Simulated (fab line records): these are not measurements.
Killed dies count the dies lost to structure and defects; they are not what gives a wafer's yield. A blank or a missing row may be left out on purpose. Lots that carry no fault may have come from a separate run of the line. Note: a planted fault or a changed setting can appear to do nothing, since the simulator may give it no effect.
Code-filled problem report in 8D (eight disciplines) form || flow sfq line || the parts of the form that need people (team, actions taken, sign-off) are left out

## 1. PROBLEM STATEMENT
At SFQ_TRILAYER_I2_DEP_PECVD_063, rf fwd power W averages 254.6 W over 2 wafers from 2 lots, while fault-free wafers read 182.2 W, standard deviation 0.67. That is +99 or more standard deviations from the usual mean.
The step: deposits SiO2 from SiH4/N2O, time 111.11 s, target thk 500 nm.
First observed at day 43 02:31: wafer L100.6, on pecvd-04. The record holds 42 wafers of 14 lots with a number at this step. By rule, "out" or "out of limits" means more than 4 standard deviations away from the usual mean. The other wafers with a number count as sound.

## 2. WHAT IT IS, WHAT IT ISN'T
{"question": "which readings at this step", "is": "rf fwd power W", "is not": "heater power w, susceptor temp C, throttle valve pct"}
{"question": "which lots", "is": "L100, L101", "is not": "L103, L106, L107, L108, L109, L110, L987, L990, L991, L992, L994, L995"}
{"question": "which wafers of those lots", "is": "L100.6, L101.6", "is not": "L100.4, L100.5, L101.2, L101.5"}
{"question": "read on which tools", "is": "pecvd-04", "is not": "pecvd-02, pecvd-03"}
{"question": "when", "is": "from day 43 02:31", "is not": "up to then (20 sound wafers); but 20 sound wafers of L101, L103, L106, L107, L108, L109, L110 came after"}

## 3. THE SUSPECTS, EACH WITH WHAT RULES IT OUT
Counting: any tool at a process step up to the reading remains a suspect provided it ran every lot that is out. Sound lots after the first of them don't rule it out here, since some wafers of a struck lot are sound.
- pecvd-04 at SFQ_TRILAYER_I2_DEP_PECVD_063 (deposits SiO2 from SiH4/N2O, time 111.11 s, target thk 500 nm): kept. Ran every lot that is out, first one L100 (day 43 02:31); last sound lot up to then L994 (day 40 07:47). Out on those wafers are its own readings of rf fwd power W.
- In pecvd-04 at SFQ_TRILAYER_I2_DEP_PECVD_063, the wafers that are out were processed in chamber 1 and their sound lot-mates in chambers 0, 2.
The count leaves pecvd-04 at SFQ_TRILAYER_I2_DEP_PECVD_063.

## 4. THE CAUSE (what the simulator had put in)
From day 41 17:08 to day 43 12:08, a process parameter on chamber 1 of pecvd-04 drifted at SFQ_TRILAYER_I2_DEP_PECVD_063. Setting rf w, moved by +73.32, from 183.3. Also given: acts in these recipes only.
The count eliminated every tool but this one.

## 5. SEQUENCE OF EFFECTS, ordered by route
Each row: a reading whose mean over the struck wafers that have a number lies more than 3 standard deviations from the usual. Only readings for which the record gives a usual standard deviation are gone through. hours: the time from each lot's start at the first step in this table that gives one to its start at this step, as a median over the lots. sigmas: the change in usual standard deviations.
{"hours": 0, "step": "SFQ_TRILAYER_I2_DEP_PECVD_063", "reading": "rf fwd power W", "usual": "182.2 W", "on struck wafers": 254.6, "change": "+72.4", "sigmas": "+99 or more"}
{"hours": 2, "step": "SFQ_TRILAYER_I2_CMP_CMP_064", "reading": "time to endpoint s", "usual": "217 s", "on struck wafers": 258, "change": "+40", "sigmas": "+5.4"}
It contains these process steps:
- SFQ_TRILAYER_I2_DEP_PECVD_063: deposits SiO2 from SiH4/N2O, time 111.11 s, target thk 500 nm.
- SFQ_TRILAYER_I2_CMP_CMP_064: polishes SiO2.

## 6. WHAT WOULD HAVE CAUGHT IT SOONER
The fault began at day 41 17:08; the first out-of-limits reading in this record came at day 43 02:31, 33 hours later.
